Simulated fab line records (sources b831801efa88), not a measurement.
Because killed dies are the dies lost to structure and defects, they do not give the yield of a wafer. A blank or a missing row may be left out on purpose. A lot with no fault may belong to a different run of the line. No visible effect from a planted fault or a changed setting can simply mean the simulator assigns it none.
Struck lot and sound lot, side by side || flow sky130 || 16 out of 708 route steps
Sound: the wafers L833.1, L833.2, L833.6. The struck wafers were L831.1, L831.5, L831.6. The cause is named last.
Per side, at each step with rows, come the tool, then ch with its chambers, and then its first start. Under that, the readings that differ: sound wafers || struck wafers || difference of the means || sigmas: that difference in standard deviations of wafers without a fault.
alike: same words and numbers on both sides, and readings whose means sit less than 2 such deviations apart. not compared: any withheld reading, any reading some wafer has no value for, any bound like >300 that may hide the same value, and any number with overlapping values for which the record gives no deviation.
A row with sigmas, a row that says differs or no value, or rows on one side alone: a step with any of these is where the two part. When numbers do not overlap yet have no deviation, they are printed without sigmas and do not part them. A reading missing from all wafers of one side parts the sides only when that side holds two or more wafers.

first, 1 step without rows for these wafers: SKY_SD_P_DEVELOP_06 (develop time 60 s).
SKY_SD_P_CD_MEAS_07: target cd 380 nm.
  sound on cd-sem-01, day 32 14:41; struck on cd-sem-01, day 32 02:23
{"reading": "cd-nm (nm)", "sound": "376.2 375.9 374.3", "struck": "381.8 380.4 384.5", "difference": "+6.8", "sigmas": "+3"}
SKY_SD_P_OVL_MEAS_08:
  sound on overlay-02, day 32 14:48; struck on overlay-01, day 32 02:30
  alike: SD_P_OVL
next, for these wafers, 1 step has no rows: SKY_SD_P_IMPLANT_09.
SKY_SD_P_STRIP_10: strips in O2/N2.
  sound on plasma-asher-02 ch 0,1, day 32 14:59; struck on plasma-asher-04 ch 0,1, day 32 02:41
  alike: drypump-motor-current-A, oes-product-au, strip-time-to-endpoint-s
  not compared: rf-hours-counter-h
SKY_SD_P_TW_MEAS_11:
  sound on film-metro-01, day 32 15:05; struck on film-metro-01, day 32 02:47
  alike: SD_P_TW
then, 6 steps without rows for these wafers: SKY_RES_XHIGH_DEHYDRATE_00 (time 60 s); SKY_RES_XHIGH_HMDS_01 (prime time 60 s); SKY_RES_XHIGH_COAT_02 (resist thk 1140 nm); SKY_RES_XHIGH_SOFTBAKE_03 (time 60 s); SKY_RES_XHIGH_EXPOSE_04 (exposes mask URPM, target cd 1270 nm); SKY_RES_XHIGH_PEB_05.
SKY_RES_XHIGH_DEVELOP_06: develop time 60 s.
  sound on litho-track-03 ch 0, day 33 17:19; struck on litho-track-01, day 33 04:52
  no value came back on the struck wafers for chill-plate-temp-C (C), develop-time-s (s), developer-temp-C (C), resist-line-temp-C (C); on the sound wafers chill-plate-temp-C (C) reads 22.86 22.92 22.86
next, for these wafers, 1 step has no rows: SKY_RES_XHIGH_IMPLANT_07.
SKY_RES_XHIGH_STRIP_08: strips in O2/N2.
  sound on plasma-asher-03 ch 0,1, day 33 17:37; struck on plasma-asher-04 ch 0,1, day 33 05:10
{"reading": "strip-time-to-endpoint-s (s)", "sound": "14.33 14.31 14.26", "struck": "14.23 14.17 14.21", "difference": -0.10, "sigmas": -2}
  alike: drypump-motor-current-A, oes-product-au
  not compared: rf-hours-counter-h
SKY_RES_XHIGH_TW_MEAS_09:
  sound on film-metro-01, day 33 17:43; struck on film-metro-03, day 33 05:29
{"reading": "RES_XHIGH_TW", "sound": "1657 1657 1650", "struck": "30 30 30", "difference": -1625, "sigmas": "-99 or more"}
  not compared: hold

## WHERE THEY PART
Last at SKY_RES_XHIGH_TW_MEAS_09 as far as this record goes, first at SKY_SD_P_CD_MEAS_07.

WHY: whatever the simulator had introduced
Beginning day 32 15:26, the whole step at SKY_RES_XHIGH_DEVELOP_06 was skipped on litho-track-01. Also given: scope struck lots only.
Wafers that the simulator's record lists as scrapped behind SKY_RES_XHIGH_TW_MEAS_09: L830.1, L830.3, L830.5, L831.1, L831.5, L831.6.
